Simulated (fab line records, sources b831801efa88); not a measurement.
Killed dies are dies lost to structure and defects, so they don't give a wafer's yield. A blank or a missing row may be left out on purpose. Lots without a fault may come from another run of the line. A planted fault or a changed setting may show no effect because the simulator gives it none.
fab line records | flow sky130
record lots=10 wafers=30 last_day=50
route steps=708 shown PWDE@54 NWELL@81 VT_ADJUST_LVTN@106 SONOS_TUNNEL@161 PAD_OPEN@708
lots that met no fault: from a run of the same line without faults
start_h: hours from the record's first day to the start of the lot's first wafer shown | wait_h: hours since the lot's step before | " the same as in the row above | L1.1+2: a row that stands for several wafers | - no value, or no start given | * or withheld: withheld | < > ~ a bound
route shown NAME@n: a module of which the file shows steps, and the number in the route of the first | usual: mean/standard deviation of fault-free wafers | same: alike in all rows | chamber/n: place in a boat | sites: the reading at each site | _std_site: their standard deviation | _edge_site: outer sites' mean less inner sites' | radius_mm: how far each site lies from the wafer's centre | mask NAME#n: copy n | behind: the tool/chamber that last shaped the wafer | hold: why the lot was held/for how many hours/how that ended | device: the transistor (n, p or np) that didn't switch | end of line: the same wafers' tests at the end of the route | a step without rows: its recipe alone | killed: dies lost to structure and defects at the first sort, not the wafer's yield | map: a wafer's dies, x killed, . not, _ none there
set.NAME: the setting as run; set.NAME@STEP: as run at that earlier step | model.NAME: the simulator's own value behind a step, which no gauge read
steps of the route over a sample of lots; a table a step, a row a wafer
services: from which hour (start_h, from the record's first day; less than 0 if before it) a tool's chamber was out of use, for how many hours, and why
## steps
# step SKY_PWDE_STRIP_09
# recipe chemistry=O2/N2 power_w=1400 pressure_mtorr=1500 platen_temp_c=withheld o2_flow_sccm=3000 n2_flow_sccm=300 overash_fraction=0.5
# usual drypump_motor_current_A=5.9/0.38 n2_flow_sccm=300.0/0.89 oes_product_au=0.723/0.0047 strip_time_to_endpoint_s=36.97/0.098
# columns lot.wafer tool chamber start_h wait_h drypump_motor_current_A n2_flow_sccm oes_product_au rf_hours_counter_h strip_time_to_endpoint_s
L920.3 plasma_asher-04 0 67.82 0.1 5.9 301.2 0.721 - 37.11
L920.4 " 1 " " 6.4 300.7 0.727 - 37.07
L920.6 " 1 " " 6.4 301.3 0.731 - 37.15
L921.2 plasma_asher-02 1 74.78 0.1 6.2 300.7 0.725 30 37.13
L921.4 " 0 " " 5.4 299.3 0.726 - 37.07
L921.5 " 0 " " 5.4 299.7 0.719 - 37.02
L926.2 plasma_asher-04 1 102.53 0.1 6.5 299.9 0.715 44 37.00
L926.3 " 0 " " 5.9 300.0 0.727 - 36.99
L926.5 " 0 " " 5.9 298.8 0.722 - 37.12
L933.2 plasma_asher-03 1 140.03 0.1 5.5 299.2 0.720 2 36.80
L933.3 " 0 " " 6.1 301.6 0.729 - 36.76
L933.6 " 1 " " 5.5 298.8 0.723 - 36.80
L936.1 plasma_asher-04 1 159.23 0.1 6.4 299.1 0.735 51 37.05
L936.4 " 0 " " 5.9 300.3 0.729 - 37.08
L936.5 " 0 " " 5.9 300.1 0.725 - 37.12
L937.1 plasma_asher-03 0 171.13 0.1 6.2 299.7 0.726 5 36.90
L937.2 " 1 " " 5.5 298.7 0.721 5 36.85
L937.4 " 1 " " 5.5 298.8 0.713 - 36.95
L939.1 plasma_asher-02 0 176.73 0.1 5.4 300.0 0.723 41 36.93
L939.2 " 1 " " 6.2 299.5 0.728 41 36.95
L939.6 " 1 " " 6.2 299.8 0.720 - 36.96
L940.1 plasma_asher-02 0 183.13 0.1 5.4 300.3 0.721 42 36.94
L940.3 " 0 " " 5.4 299.9 0.720 - 37.03
L940.6 " 1 " " 6.2 300.2 0.732 - 37.01
L941.1 plasma_asher-03 0 185.03 0.1 6.1 298.7 0.717 6 36.72
L941.4 " 0 " " 6.2 298.2 0.718 - 36.83
L941.6 " 0 " " 6.1 297.5 0.731 - 36.84
L942.1 plasma_asher-04 0 190.43 0.1 5.9 300.2 0.726 54 36.99
L942.2 " 1 " " 6.4 301.0 0.727 54 37.02
L942.3 " 1 " " 6.4 300.8 0.719 - 37.01
# step SKY_NWELL_RTA_28
# recipe temp_c=1050 time_s=30 idle_temp_c=650 ramp_up_c_per_s=150 ramp_down_c_per_s=90 ambient=N2
# usual lamp_power_pct=25.31/0.056 wafer_temp_C_max=1054.9/0.85
# columns lot.wafer tool chamber start_h wait_h lamp_power_pct wafer_temp_C_max
L920.3 rtp_anneal-02 0 103.05 0.0 25.30 1054.7
L920.4 " 0 " " 25.35 1054.3
L920.6 " 0 " " 25.33 1054.4
L921.2 rtp_anneal-01 0 109.70 0.0 25.32 1054.7
L921.4 " 0 " " 25.30 1054.4
L921.5 " 0 " " 25.27 1055.2
L926.2 rtp_anneal-02 0 141.26 0.0 25.24 1055.5
L926.3 " 0 " " 25.29 1054.4
L926.5 " 0 " " 25.32 1056.2
L933.2 rtp_anneal-02 0 181.03 0.0 25.30 1055.3
L933.3 " 0 " " 25.26 1055.0
L933.6 " 0 " " 25.30 1055.7
L936.1 rtp_anneal-01 0 200.60 0.0 25.29 1055.5
L936.4 " 0 " " 25.31 1056.8
L936.5 " 0 " " 25.22 1056.8
L937.1 rtp_anneal-01 0 215.15 0.0 25.30 1054.6
L937.2 " 0 " " 25.37 1054.6
L937.4 " 0 " " 25.33 1054.8
L939.1 rtp_anneal-02 0 220.09 0.0 25.32 1054.6
L939.2 " 0 " " 25.25 1054.1
L939.6 " 0 " " 25.25 1054.5
L940.1 rtp_anneal-01 0 228.24 0.0 25.32 1055.9
L940.3 " 0 " " 25.41 1055.7
L940.6 " 0 " " 25.31 1055.0
L941.1 rtp_anneal-02 0 229.05 0.0 25.34 1055.3
L941.4 " 0 " " 25.24 1053.3
L941.6 " 0 " " 25.22 1055.2
L942.1 rtp_anneal-02 0 236.41 0.0 25.15 1054.3
L942.2 " 0 " " 25.37 1055.5
L942.3 " 0 " " 25.29 1053.3
# step SKY_VT_ADJUST_LVTN_STRIP_09
# recipe chemistry=O2/N2 power_w=1400 pressure_mtorr=1500 platen_temp_c=withheld o2_flow_sccm=3000 n2_flow_sccm=300 overash_fraction=0.5
# usual drypump_motor_current_A=6.1/0.41 n2_flow_sccm=300.1/0.78 oes_product_au=0.722/0.0047 strip_time_to_endpoint_s=36.93/0.15
# columns lot.wafer tool chamber start_h wait_h drypump_motor_current_A n2_flow_sccm oes_product_au rf_hours_counter_h strip_time_to_endpoint_s
L920.3 plasma_asher-01 0 140.71 0.1 6.7 299.9 0.720 - 36.76
L920.4 " 1 " " 5.8 300.5 0.716 - 36.83
L920.6 " 0 " " 6.7 301.5 0.722 - 36.66
L921.2 plasma_asher-03 1 148.97 0.1 5.5 300.6 0.720 3 37.04
L921.4 " 0 " " 6.1 300.0 0.722 - 37.04
L921.5 " 1 " " 5.4 300.3 0.723 - 36.87
L926.2 plasma_asher-03 1 182.93 0.1 5.5 299.6 0.942 6 -
L926.3 " 1 " " 5.5 300.4 0.932 - -
L926.5 " 1 " " 5.5 300.2 0.943 - -
L933.2 plasma_asher-01 1 224.78 0.1 5.7 300.2 0.720 45 36.70
L933.3 " 0 " " 6.7 300.6 0.719 - 36.63
L933.6 " 0 " " 6.7 299.4 0.721 - 36.68
L936.1 plasma_asher-01 1 245.38 0.1 5.7 300.0 0.721 47 36.84
L936.4 " 0 " " 6.7 299.8 0.717 - 36.85
L936.5 " 0 " " 6.7 300.2 0.726 - 36.82
L937.1 plasma_asher-04 0 262.43 0.1 5.9 299.0 0.722 59 37.16
L937.2 " 1 " " 6.4 299.8 0.717 59 37.11
L937.4 " 1 " " 6.4 299.5 0.725 - 37.07
L939.1 plasma_asher-04 0 266.46 0.1 5.9 299.6 0.724 60 37.14
L939.2 " 1 " " 6.4 300.9 0.720 60 37.21
L939.6 " 0 " " 5.9 300.5 0.716 - 37.04
L940.1 plasma_asher-03 1 275.81 0.1 5.5 299.8 0.716 13 36.89
L940.3 " 1 " " 5.5 300.3 0.718 - 36.94
L940.6 " 0 " " 6.1 300.7 0.729 - 37.03
L941.1 plasma_asher-03 0 277.13 0.1 6.1 300.6 0.737 13 36.91
L941.4 " 0 " " 6.1 301.2 0.713 - 36.96
L941.6 " 1 " " 5.5 300.7 0.719 - 36.88
L942.1 plasma_asher-03 0 284.73 0.1 6.1 299.7 0.720 14 36.94
L942.2 " 1 " " 5.5 301.4 0.724 14 36.79
L942.3 " 0 " " 6.1 300.3 0.718 - 36.85
# step SKY_VT_ADJUST_LVTN_STRIP_20
# recipe chemistry=O2/N2 power_w=1400 pressure_mtorr=1500 platen_temp_c=withheld o2_flow_sccm=3000 n2_flow_sccm=300 overash_fraction=0.5
# usual drypump_motor_current_A=6.0/0.41 n2_flow_sccm=300.1/0.89 oes_product_au=0.716/0.0047 strip_time_to_endpoint_s=14.19/0.05
# columns lot.wafer tool chamber start_h wait_h drypump_motor_current_A n2_flow_sccm oes_product_au rf_hours_counter_h strip_time_to_endpoint_s
L920.3 plasma_asher-01 0 161.55 0.1 6.7 299.9 0.707 - 14.14
L920.4 " 1 " " 5.7 299.0 0.716 - 14.17
L920.6 " 0 " " 6.6 301.0 0.717 - 14.12
L921.2 plasma_asher-03 1 169.18 0.1 5.5 299.7 0.704 5 14.22
L921.4 " 1 " " 5.5 297.7 0.713 - 14.27
L921.5 " 0 " " 6.1 300.6 0.721 - 14.24
L926.2 plasma_asher-01 0 205.16 0.1 6.7 300.5 0.720 42 34.74
L926.3 " 1 " " 5.7 300.5 0.716 - 34.74
L926.5 " 1 " " 5.7 298.6 0.723 - 34.79
L933.2 plasma_asher-03 1 248.56 0.1 5.5 300.8 0.718 11 14.19
L933.3 " 0 " " 6.1 300.0 0.722 - 14.13
L933.6 " 1 " " 5.5 299.9 0.715 - 14.20
L936.1 plasma_asher-04 0 268.83 0.1 5.9 300.5 0.720 60 14.20
L936.4 " 0 " " 5.9 301.7 0.717 - 14.19
L936.5 " 1 " " 6.4 299.8 0.714 - 14.22
L937.1 plasma_asher-03 1 286.78 0.1 5.5 300.1 0.716 14 14.09
L937.2 " 0 " " 6.1 301.6 0.713 14 14.12
L937.4 " 0 " " 6.1 301.6 0.719 - 14.14
L939.1 plasma_asher-01 1 291.53 0.1 5.7 301.4 0.713 52 14.17
L939.2 " 0 " " 6.7 298.9 0.713 52 14.16
L939.6 " 1 " " 5.7 299.5 0.717 - 14.17
L940.1 plasma_asher-04 1 300.93 0.1 6.4 299.9 0.710 64 14.23
L940.3 " 0 " " 5.9 302.0 0.716 - 14.21
L940.6 " 1 " " 6.4 299.3 0.725 - 14.19
L941.1 plasma_asher-03 1 301.56 0.1 5.5 301.0 0.715 16 14.26
L941.4 " 1 " " 5.5 300.5 0.715 - 14.26
L941.6 " 0 " " 6.1 299.0 0.722 - 14.26
L942.1 plasma_asher-03 0 310.36 0.1 6.1 299.6 0.716 16 14.22
L942.2 " 1 " " 5.5 300.1 0.713 16 14.21
L942.3 " 0 " " 6.1 297.4 0.715 - 14.25
# step SKY_VT_ADJUST_LVTN_TW_MEAS_21
# usual VT_ADJUST_LVTN_2_TW=189.4/3
# columns lot.wafer tool chamber start_h wait_h hold VT_ADJUST_LVTN_2_TW
L920.3 film_metro-03 - 161.64 0.1 - 188.8
L920.4 " - " " - 189.8
L920.6 " - " " - 189.3
L921.2 film_metro-03 - 169.29 0.1 - 189.0
L921.4 " - " " - 189.9
L921.5 " - " " - 189.3
L926.2 film_metro-04 - 205.27 0.1 await_dispo/0.2h/release 29.7
L926.3 " - " " await_dispo/0.2h/release 29.7
L926.5 " - " " await_dispo/0.2h/release 29.7
L926.2 film_metro-04 - 205.50 0.2 - 29.8
L926.3 " - " " - 29.7
L926.5 " - " " - 29.6
L933.2 film_metro-04 - 248.67 0.1 - 186.7
L933.3 " - " " - 187.2
L933.6 " - " " - 186.6
L936.1 film_metro-04 - 268.93 0.1 - 188.2
L936.4 " - " " - 188.5
L936.5 " - " " - 186.5
L937.1 film_metro-03 - 286.88 0.1 - 188.8
L937.2 " - " " - 189.3
L937.4 " - " " - 187.2
L939.1 film_metro-03 - 291.63 0.1 - 189.3
L939.2 " - " " - 189.6
L939.6 " - " " - 190.0
L940.1 film_metro-04 - 301.03 0.1 - 185.6
L940.3 " - " " - 184.7
L940.6 " - " " - 184.9
L941.1 film_metro-01 - 301.66 0.1 - 193.4
L941.4 " - " " - 193.3
L941.6 " - " " - 192.5
L942.1 film_metro-01 - 310.46 0.1 - 192.2
L942.2 " - " " - 191.7
L942.3 " - " " - 193.3
# step SKY_SONOS_TUNNEL_CD_MEAS_07
# recipe target_cd_nm=410
# usual cd_nm=409.6/2.8
# columns lot.wafer tool chamber start_h wait_h cd_nm
L920.3 cd_sem-01 - 249.37 0.1 414.4
L920.4 " - " " 413.9
L920.6 " - " " 412.1
L921.2 cd_sem-02 - 258.37 0.1 408.9
L921.4 " - " " 408.2
L921.5 " - " " 407.8
L933.2 cd_sem-01 - 351.20 0.1 402.7
L933.3 " - " " 406.3
L933.6 " - " " 406.4
L936.1 cd_sem-02 - 373.70 0.1 415.1
L936.4 " - " " 415.2
L936.5 " - " " 413.4
L937.1 cd_sem-02 - 394.40 0.1 411.6
L937.2 " - " " 411.6
L937.4 " - " " 411.4
L939.1 cd_sem-02 - 401.78 0.1 410.9
L939.2 " - " " 408.9
L939.6 " - " " 410.4
L940.1 cd_sem-01 - 412.28 0.1 412.2
L940.3 " - " " 410.2
L940.6 " - " " 410.5
L941.1 cd_sem-01 - 412.49 0.1 405.9
L941.4 " - " " 406.0
L941.6 " - " " 407.9
L942.1 cd_sem-02 - 421.88 0.1 408.1
L942.2 " - " " 408.3
L942.3 " - " " 408.0
# step SKY_PAD_OPEN_PROBE_99
# usual defect_limited_yield=82.2/1.9 killed_at_M0_to_M3=44/6.6 killed_at_M4_up=3.4/1.9 killed_at_contacts=25/5.6 killed_at_front_end=15/4.6 killed_at_other=0.3/0.6 killed_dies=88/9.5 killed_open=47/7.1 killed_short=40/6.4 sort_bin_3_pad_short=1.0/0.47 sort_bin_5_function=10.4/1.4 sort_bin_6_memory=6.4/1.1 sort_n_pass=404/9.5 sort_yield_pct=82.2/1.9
# same gross_dies=492 killed_at_back_side=0 sort_bin_4_leakage[%]=0 sort_bin_8_speed[%]=0
# columns lot.wafer tool chamber start_h wait_h defect_limited_yield[%] killed_at_M0_to_M3 killed_at_M4_up killed_at_contacts killed_at_front_end killed_at_other killed_dies killed_open killed_short sort_bin_3_pad_short[%] sort_bin_5_function[%] sort_bin_6_memory[%] sort_n_pass sort_yield_pct[%]
L921.2 prober-01 - 1082.63 0.1 84.1 44 2 20 12 0 78 37 41 2.0 7.7 6.1 414 84.1
L921.4 prober-01 - 1082.73 0.2 80.5 48 4 24 20 0 96 51 45 1.2 11.4 6.9 396 80.5
L921.5 prober-01 - 1082.78 0.2 82.3 51 1 23 12 0 87 46 41 0.6 9.8 7.3 405 82.3
L936.1 prober-02 - 1165.99 0.1 84.8 44 1 19 11 0 75 44 30 0.4 10.0 4.9 417 84.8
L936.4 prober-02 - 1166.14 0.2 79.9 57 5 28 9 0 99 62 36 0.8 11.6 7.7 393 79.9
L936.5 prober-02 - 1166.19 0.2 78.5 49 2 34 21 0 106 63 41 0.8 13.2 7.5 386 78.5
L937.1 prober-01 - 1175.76 0.1 80.9 45 5 27 17 0 94 41 53 1.0 10.4 7.7 398 80.9
L937.2 prober-01 - 1175.81 0.1 82.9 39 4 22 19 0 84 40 44 1.0 9.3 6.7 408 82.9
L937.4 prober-01 - 1175.91 0.2 82.3 51 4 23 9 0 87 43 44 1.8 8.5 7.3 405 82.3
L939.1 prober-02 - 1184.11 0.1 80.9 46 2 27 18 1 94 45 49 2.0 11.2 5.9 398 80.9
L939.2 prober-02 - 1184.16 0.1 82.7 47 2 21 15 0 85 48 37 0.4 9.8 7.1 407 82.7
L939.6 prober-02 - 1184.36 0.2 80.1 48 3 39 8 0 98 54 44 1.6 12.0 6.3 394 80.1
# killed by level:class
L921.2 CONTACT:geometric_particle:open=8 VIA1:geometric_particle:short=8 METAL1:geometric_particle:short=7 CONTACT:geometric_particle:short=6 LI_CONTACT:geometric_particle:open=5 FIELD_ISO:geometric_particle:open=4 METAL2:geometric_particle:open=4 VIA1:geometric_particle:open=4
L921.4 VIA1:geometric_particle:open=13 CONTACT:geometric_particle:open=11 LI_CONTACT:geometric_particle:open=8 METAL1:geometric_particle:short=7 FIELD_ISO:geometric_particle:short=6 METAL2:geometric_particle:short=6 POLY_GATE:geometric_particle:short=5 VIA1:geometric_particle:short=5
L921.5 VIA1:geometric_particle:open=10 LI_CONTACT:geometric_particle:open=8 METAL1:geometric_particle:short=8 METAL2:geometric_particle:short=7 CONTACT:geometric_particle:open=7 VIA2:geometric_particle:open=7 POLY_GATE:geometric_particle:short=5 VIA3:geometric_particle:open=5
L936.1 VIA1:geometric_particle:open=12 CONTACT:geometric_particle:open=8 METAL1:geometric_particle:short=5 METAL2:geometric_particle:open=5 LI_CONTACT:geometric_particle:open=4 METAL2:geometric_particle:short=4 VIA2:geometric_particle:open=4 CONTACT:geometric_particle:short=4
L936.4 VIA1:geometric_particle:open=18 VIA3:geometric_particle:open=15 LI_CONTACT:geometric_particle:open=8 CONTACT:geometric_particle:open=7 VIA1:geometric_particle:short=5 METAL1:geometric_particle:short=5 VIA2:geometric_particle:open=5 LI_CONTACT:geometric_particle:short=4
L936.5 VIA1:geometric_particle:open=15 LI_CONTACT:geometric_particle:open=12 CONTACT:geometric_particle:open=10 FIELD_ISO:geometric_particle:short=7 VIA2:geometric_particle:open=7 LI_CONTACT:geometric_particle:short=6 VIA3:geometric_particle:open=6 FIELD_ISO:geometric_particle:open=5
L937.1 CONTACT:geometric_particle:open=9 CONTACT:geometric_particle:short=8 VIA1:geometric_particle:open=8 METAL1:geometric_particle:short=7 METAL2:geometric_particle:short=7 POLY_GATE:geometric_particle:short=6 LI_CONTACT:geometric_particle:open=5 VIA2:geometric_particle:short=5
L937.2 LI_CONTACT:geometric_particle:open=9 VIA1:geometric_particle:open=6 VIA3:geometric_particle:open=6 VIA3:geometric_particle:short=6 FIELD_ISO:geometric_particle:short=5 FIELD_ISO:geometric_particle:open=5 CONTACT:geometric_particle:open=5 VIA2:geometric_particle:open=5
L937.4 VIA1:geometric_particle:open=11 CONTACT:geometric_particle:open=9 METAL1:geometric_particle:short=8 METAL3:geometric_particle:short=6 METAL2:geometric_particle:short=6 LOCAL_INTERCONNECT:geometric_particle:short=5 VIA3:geometric_particle:open=5 VIA2:geometric_particle:open=5
L939.1 CONTACT:geometric_particle:open=9 VIA1:geometric_particle:short=8 LI_CONTACT:geometric_particle:open=8 METAL2:geometric_particle:short=8 VIA3:geometric_particle:short=6 VIA2:geometric_particle:open=6 VIA3:geometric_particle:open=6 FIELD_ISO:geometric_particle:short=5
L939.2 VIA1:geometric_particle:open=13 CONTACT:geometric_particle:open=9 VIA2:geometric_particle:open=6 VIA1:geometric_particle:short=6 FIELD_ISO:geometric_particle:open=5 LI_CONTACT:geometric_particle:open=5 METAL1:geometric_particle:short=5 METAL3:geometric_particle:short=5
L939.6 CONTACT:geometric_particle:open=14 LI_CONTACT:geometric_particle:open=9 CONTACT:geometric_particle:short=8 METAL1:geometric_particle:short=8 VIA3:geometric_particle:open=8 VIA2:geometric_particle:open=7 VIA1:geometric_particle:open=6 LOCAL_INTERCONNECT:geometric_particle:short=5
## services
# columns tool chamber start_h hours kind
plasma_asher-02 - 74.16 0.5 repair
plasma_asher-03 - 95.34 18.4 repair
plasma_asher-01 - 101.19 5.6 repair
plasma_asher-03 - 113.75 9.0 pm
plasma_asher-03 0 113.75 9.0 vent_cycle
plasma_asher-03 1 113.75 9.0 vent_cycle
plasma_asher-03 0 122.75 - clean
plasma_asher-03 1 122.75 - clean
plasma_asher-04 - 146.51 0.4 repair
plasma_asher-02 - 153.94 6.1 repair
plasma_asher-01 - 158.02 2.8 pm
rtp_anneal-01 - 189.07 0.9 pm
plasma_asher-03 - 199.45 14.6 pm
plasma_asher-04 - 200.03 14.6 pm
plasma_asher-03 - 227.71 2.8 pm
plasma_asher-02 - 243.81 0.6 repair
plasma_asher-03 - 262.96 5.4 repair
rtp_anneal-01 - 281.95 6.1 pm
plasma_asher-03 - 288.94 1.2 repair
## key
first_sign step=SKY_VT_ADJUST_LVTN_STRIP_09 reading=oes_product_au direction=up sigmas=46 usual=0.722 struck=0.939
effect step=SKY_VT_ADJUST_LVTN_STRIP_20 reading=strip_time_to_endpoint_s direction=up sigmas=99+ usual=* struck=*
effect step=SKY_VT_ADJUST_LVTN_TW_MEAS_21 reading=visit direction=added
effect step=SKY_VT_ADJUST_LVTN_TW_MEAS_21 reading=VT_ADJUST_LVTN_2_TW direction=down sigmas=54 usual=189.4 struck=29.7
met_at SKY_VT_ADJUST_LVTN_STRIP_09
struck_lots L926
scrapped_behind SKY_VT_ADJUST_LVTN_TW_MEAS_21 L926.2,L926.3,L926.5
not_acting_at SKY_PWDE_STRIP_09,SKY_NWELL_RTA_28,SKY_SONOS_TUNNEL_CD_MEAS_07
onset_between 148.97 182.93
fault kind=strip_aborted tool=plasma_asher-03 chamber=- onset_h=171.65 steps=SKY_VT_ADJUST_LVTN_STRIP_09 offset=0.70274 end_h=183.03
